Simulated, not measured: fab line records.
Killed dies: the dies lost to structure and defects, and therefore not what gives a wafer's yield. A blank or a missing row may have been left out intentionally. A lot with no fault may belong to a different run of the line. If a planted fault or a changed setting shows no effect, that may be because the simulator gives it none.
Which tool was responsible?	flow gf180mcu	15 lots, 45 wafers sampled, at 4 steps of a route of 602

WHAT EACH GAUGE READ, for each wafer
GF_TOP_METAL_THK_MEAS_06: measures by xrf. Usual: TOP_METAL_ALCU_THK gives 911 nm (standard deviation 10).
lot	measured	on	TOP_METAL_ALCU_THK (nm)	flag
L985	day 27 06:29	filmMetro-01	900 905 893	
L986	day 27 08:33	filmMetro-04	920 919 916	
L987	day 28 02:10	filmMetro-01	900 904 915	
L989	day 28 14:59	filmMetro-01	893 910 909	
L990	day 28 17:39	filmMetro-03	917 905 915	
L991	day 29 04:50	filmMetro-03	922 919 912	
L994	day 29 22:44	filmMetro-04	923 909 916	
L995	day 30 14:44	filmMetro-04	909 924 912	
L997	day 31 01:35	filmMetro-03	889 891 891	
L998	day 31 07:51	filmMetro-04	911 908 920	
L100	day 32 00:10	filmMetro-04	919 919 923	
L102	day 32 08:26	filmMetro-01	904 912 896	
L106	day 33 04:55	filmMetro-03	910 889 903	
L107	day 33 11:57	filmMetro-01	920 906 893	
L108	day 33 18:38	filmMetro-04	919 918 916	

WHAT TOOL EACH LOT RAN ON (gives the tool, then ch and the chambers of the sampled wafers, and finally the start)
lot	GF_DUAL_GATE_OXIDATION_15	GF_TOP_METAL_SPUTTER_01	GF_TOP_METAL_SPUTTER_02
L985	furnace-01 ch 0, day 8 08:44	pvdSputter-02, day 27 06:14	pvdSputter-02, day 27 06:16
L986	furnace-02 ch 0, day 8 13:49	pvdSputter-03, day 27 08:18	pvdSputter-03, day 27 08:20
L987	furnace-01 ch 0, day 8 23:10	pvdSputter-03, day 28 01:55	pvdSputter-03, day 28 01:57
L989	furnace-02 ch 0, day 9 12:34	pvdSputter-02, day 28 14:44	pvdSputter-02, day 28 14:46
L990	furnace-02 ch 0, day 9 15:56	pvdSputter-03, day 28 17:24	pvdSputter-03, day 28 17:26
L991	furnace-01 ch 0, day 10 02:29	pvdSputter-02, day 29 04:36	pvdSputter-02, day 29 04:38
L994	furnace-01 ch 0, day 10 20:35	pvdSputter-04, day 29 22:29	pvdSputter-04, day 29 22:31
L995	furnace-02 ch 0, day 11 09:02	pvdSputter-04, day 30 14:29	pvdSputter-04, day 30 14:31
L997	furnace-02 ch 0, day 11 22:09	pvdSputter-02, day 31 01:21	pvdSputter-02, day 31 01:23
L998	furnace-02 ch 0, day 12 00:44	pvdSputter-03, day 31 07:35	pvdSputter-03, day 31 07:37
L100	furnace-02 ch 0, day 12 17:50	pvdSputter-02, day 31 23:56	pvdSputter-02, day 31 23:58
L102	furnace-01 ch 0, day 13 06:46	pvdSputter-02, day 32 08:12	pvdSputter-02, day 32 08:14
L106	furnace-01 ch 0, day 14 10:42	pvdSputter-03, day 33 04:40	pvdSputter-03, day 33 04:42
L107	furnace-01 ch 0, day 14 20:31	pvdSputter-04, day 33 11:43	pvdSputter-04, day 33 11:44
L108	furnace-02 ch 0, day 15 01:03	pvdSputter-02, day 33 18:22	pvdSputter-02, day 33 18:23
- GF_DUAL_GATE_OXIDATION_15: stabilise 600 s, purge 300 s, target thk 7.098 nm.
- GF_TOP_METAL_SPUTTER_01: material TiN, target thk 30 nm, time 25 s.
- GF_TOP_METAL_SPUTTER_02: material AlCu, target thk 900 nm, time 47.82 s.

WHAT THE TOOLS THEMSELVES READ (means of the sampled wafers that have a number; where no wafer has one, the mark that the record gives instead)
GF_TOP_METAL_SPUTTER_01. Usual: throttleValvePct 30.3 %, standard deviation 0.72.
lot	tool	throttleValvePct (%)	flag
L985	pvdSputter-02	30.9	
L986	pvdSputter-03	30.3	
L987	pvdSputter-03	30.5	
L989	pvdSputter-02	30.6	
L990	pvdSputter-03	30.5	
L991	pvdSputter-02	30.1	
L994	pvdSputter-04	30.2	
L995	pvdSputter-04	30.3	
L997	pvdSputter-02	30.2	
L998	pvdSputter-03	29.7	
L100	pvdSputter-02	30.9	
L102	pvdSputter-02	30.8	
L106	pvdSputter-03	30.2	
L107	pvdSputter-04	30.4	
L108	pvdSputter-02	30.0	

GF_TOP_METAL_SPUTTER_02. Usual: throttleValvePct 30.3 %, standard deviation 0.71.
lot	tool	throttleValvePct (%)	flag
L985	pvdSputter-02	30.6	
L986	pvdSputter-03	30.1	
L987	pvdSputter-03	30.7	
L989	pvdSputter-02	30.5	
L990	pvdSputter-03	30.6	
L991	pvdSputter-02	30.1	
L994	pvdSputter-04	30.2	
L995	pvdSputter-04	30.4	
L997	pvdSputter-02	30.1	
L998	pvdSputter-03	29.6	
L100	pvdSputter-02	30.9	
L102	pvdSputter-02	30.7	
L106	pvdSputter-03	30.2	
L107	pvdSputter-04	30.7	
L108	pvdSputter-02	29.8	

THE ANSWER, worked out from the rows above alone
Rule: take the mean of a lot's wafers that have a number; if it is more than 3 standard deviations from the usual mean, the lot is off. A lot without any number at a reading at which 4 lots or more have one is off too. Where the step has rows for the other lots, those lots are counted as sound. After the gauges, taken in route order, come the tools' own readings; for these a lot's mean is taken, as printed above. At the first step where some lot is off, the reading lying furthest off is the one used; lots without a number count as furthest.
Across all readings shown, no lot is off: no conclusion can be drawn from this.

WHAT THE SIMULATOR PUT IN
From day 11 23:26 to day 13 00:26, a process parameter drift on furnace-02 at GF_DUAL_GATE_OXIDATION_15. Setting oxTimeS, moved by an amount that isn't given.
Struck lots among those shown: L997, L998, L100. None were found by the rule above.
